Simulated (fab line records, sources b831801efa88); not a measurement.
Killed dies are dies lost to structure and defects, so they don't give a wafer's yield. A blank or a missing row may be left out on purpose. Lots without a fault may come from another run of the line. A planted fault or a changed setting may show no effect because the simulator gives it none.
Which tool did it? | flow sky130 | 11 lots, 33 wafers sampled, at 5 steps of a route of 708

WHAT THE GAUGES READ, wafer by wafer
SKY_VIA2_RS_MEAS_22: measures by four-point-probe. Usual: VIA2_W_RS 0.274 ohm/sq, standard deviation 0.0038.
lot  | measured     | on            | VIA2_W_RS (ohm/sq) | flag
L952 | day 35 20:19 | film_metro-03 | 0.270 0.269 0.270  |
L953 | day 35 23:34 | film_metro-03 | 0.271 0.267 0.270  |
L954 | day 36 23:59 | film_metro-04 | 0.269 0.275 0.269  |
L956 | day 38 21:56 | film_metro-02 | 0.278 0.279 0.280  |
L959 | day 39 16:05 | film_metro-03 | 0.268 0.269 0.270  |
L968 | day 41 15:35 | film_metro-04 | 0.274 0.276 0.270  |
L966 | day 41 17:10 | film_metro-04 | 0.273 0.272 0.275  |
L970 | day 42 06:05 | film_metro-03 | 0.274 0.276 0.271  |
L971 | day 42 10:56 | film_metro-04 | 0.273 0.270 0.271  |
L974 | day 42 20:40 | film_metro-02 | 0.272 0.277 0.271  |
L973 | day 43 01:12 | film_metro-04 | 0.274 0.272 0.272  |

SKY_VIA2_THK_MEAS_23: measures by xrf. Usual: VIA2_W_THK 414 nm, standard deviation 6.1.
lot  | measured     | on            | VIA2_W_THK (nm) | flag
L952 | day 35 20:26 | film_metro-03 | 419 421 419     |
L953 | day 35 23:40 | film_metro-03 | 419 422 421     |
L954 | day 37 00:07 | film_metro-04 | 421 409 423     |
L956 | day 38 22:03 | film_metro-02 | 411 407 406     |
L959 | day 39 16:12 | film_metro-03 | 423 419 417     |
L968 | day 41 15:42 | film_metro-04 | 409 401 416     |
L966 | day 41 17:17 | film_metro-04 | 412 412 409     |
L970 | day 42 06:11 | film_metro-03 | 415 412 419     |
L971 | day 42 11:02 | film_metro-04 | 419 423 424     |
L974 | day 42 20:46 | film_metro-02 | 415 405 417     |
L973 | day 43 01:18 | film_metro-04 | 412 414 415     |

SKY_VIA4_THK_MEAS_01. Usual: VIA4_HDPCVD_THK 1763 nm, standard deviation 18.
lot  | measured     | on            | VIA4_HDPCVD_THK (nm) | flag
L952 | day 41 07:34 | film_metro-04 | 1741 1722 1736       |
L953 | day 41 12:11 | film_metro-02 | 1727 1751 1747       |
L954 | day 42 10:39 | film_metro-03 | 1767 1768 1768       |
L956 | day 44 02:35 | film_metro-02 | 1760 1750 1762       |
L959 | day 44 17:20 | film_metro-03 | 1748 1773 1786       |
L968 | day 46 13:39 | film_metro-02 | 1604 1570 1599       | OFF
L966 | day 46 15:19 | film_metro-02 | 1594 1566 1576       | OFF
L970 | day 46 22:25 | film_metro-03 | 1762 1789 1777       |
L971 | day 47 03:30 | film_metro-03 | 1564 1561 1588       | OFF
L974 | day 47 16:40 | film_metro-02 | 1782 1770 1782       |
L973 | day 47 18:48 | film_metro-04 | 1814 1793 1795       |

WHICH TOOL RAN EACH LOT (tool, then ch and the chambers of the sampled wafers, then the start)
lot  | SKY_VIA2_SPUTTER_20          | SKY_VIA4_HDPCVD_00
L952 | pvd_sputter-04, day 35 20:07 | hdpcvd-01 ch 1,2, day 41 07:23
L953 | pvd_sputter-01, day 35 23:21 | hdpcvd-02 ch 0,1,2, day 41 12:00
L954 | pvd_sputter-01, day 36 23:48 | hdpcvd-02 ch 0,1, day 42 10:28
L956 | pvd_sputter-04, day 38 21:44 | hdpcvd-02 ch 0,1, day 44 02:24
L959 | pvd_sputter-01, day 39 15:53 | hdpcvd-02 ch 0,1,2, day 44 17:08
L968 | pvd_sputter-04, day 41 15:23 | hdpcvd-02 ch 0,1,2, day 46 13:28
L966 | pvd_sputter-01, day 41 16:58 | hdpcvd-02 ch 0,1,2, day 46 15:08
L970 | pvd_sputter-04, day 42 05:52 | hdpcvd-01 ch 1,2, day 46 22:14
L971 | pvd_sputter-04, day 42 10:42 | hdpcvd-02 ch 0,1,2, day 47 03:19
L974 | pvd_sputter-03, day 42 20:27 | hdpcvd-01 ch 1,2, day 47 16:28
L973 | pvd_sputter-01, day 43 00:58 | hdpcvd-01 ch 0,1,2, day 47 18:36
- SKY_VIA2_SPUTTER_20: material TiN, target thk 20 nm, time 80 s.
- SKY_VIA4_HDPCVD_00: deposits SiO2, target thk 1750 nm, time 291.7 s.

WHAT THE TOOLS THEMSELVES READ (means of the sampled wafers that have a number; where no wafer has one, the mark that the record gives instead)
SKY_VIA2_SPUTTER_20. Usual: cathode_dc_power_W 4000.0 W, standard deviation 0.75; throttle_valve_pct 30.1 %, standard deviation 0.85.
lot  | tool           | cathode_dc_power_W (W) | throttle_valve_pct (%) | flag
L952 | pvd_sputter-04 | 4000.3                 | 30.4                   |
L953 | pvd_sputter-01 | 4000.1                 | 30.2                   |
L954 | pvd_sputter-01 | 3999.3                 | 29.6                   |
L956 | pvd_sputter-04 | 3999.4                 | 29.9                   |
L959 | pvd_sputter-01 | 3998.9                 | 29.7                   |
L968 | pvd_sputter-04 | 4000.5                 | 30.5                   |
L966 | pvd_sputter-01 | 4000.1                 | 29.2                   |
L970 | pvd_sputter-04 | 4000.0                 | 30.5                   |
L971 | pvd_sputter-04 | 3999.3                 | 31.0                   |
L974 | pvd_sputter-03 | 4000.2                 | 30.1                   |
L973 | pvd_sputter-01 | 4000.2                 | 30.2                   |

SKY_VIA4_HDPCVD_00. Usual: susceptor_temp_C 400.00 C, standard deviation 0.22.
lot  | tool      | susceptor_temp_C (C) | flag
L952 | hdpcvd-01 | 399.99               |
L953 | hdpcvd-02 | 400.13               |
L954 | hdpcvd-02 | 399.80               |
L956 | hdpcvd-02 | 399.80               |
L959 | hdpcvd-02 | 400.17               |
L968 | hdpcvd-02 | 400.09               |
L966 | hdpcvd-02 | 399.74               |
L970 | hdpcvd-01 | 399.69               |
L971 | hdpcvd-02 | 400.08               |
L974 | hdpcvd-01 | 400.02               |
L973 | hdpcvd-01 | 399.92               |

THE ANSWER, worked out from the rows above alone
Rule: a lot is off if the mean of its wafers that have a number lies more than 3 standard deviations from the usual mean. A lot without any number at a reading at which 4 lots or more have one is off too. The other lots that the step has rows for count as sound. The gauges are gone through in route order, then the tools' own readings, and for those a lot's mean is taken as printed above. The first step at which some lot is off is used, and at that step the reading that is off furthest; a lot without a number counts as furthest.
Off: L968, L966, L971, at SKY_VIA4_THK_MEAS_01 (VIA4_HDPCVD_THK).
A tool fits if, at a process step before that reading, it ran every lot that is off, and no sound lot after the first of them. The gauges at SKY_VIA4_THK_MEAS_01 are tried like those tools. One fits: hdpcvd-02 at SKY_VIA4_HDPCVD_00. Its last sound lot is L959 (day 44 17:08), its first lot that is off L968 (day 46 13:28): a fault that began between those two fits.

WHAT THE SIMULATOR HAD PUT IN
Site profile drift: hdpcvd-02, from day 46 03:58 on, at SKY_VIA4_HDPCVD_00. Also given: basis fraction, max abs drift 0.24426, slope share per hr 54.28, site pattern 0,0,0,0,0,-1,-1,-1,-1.
Lots struck among those shown: L968, L966, L971. The rule above found the same.
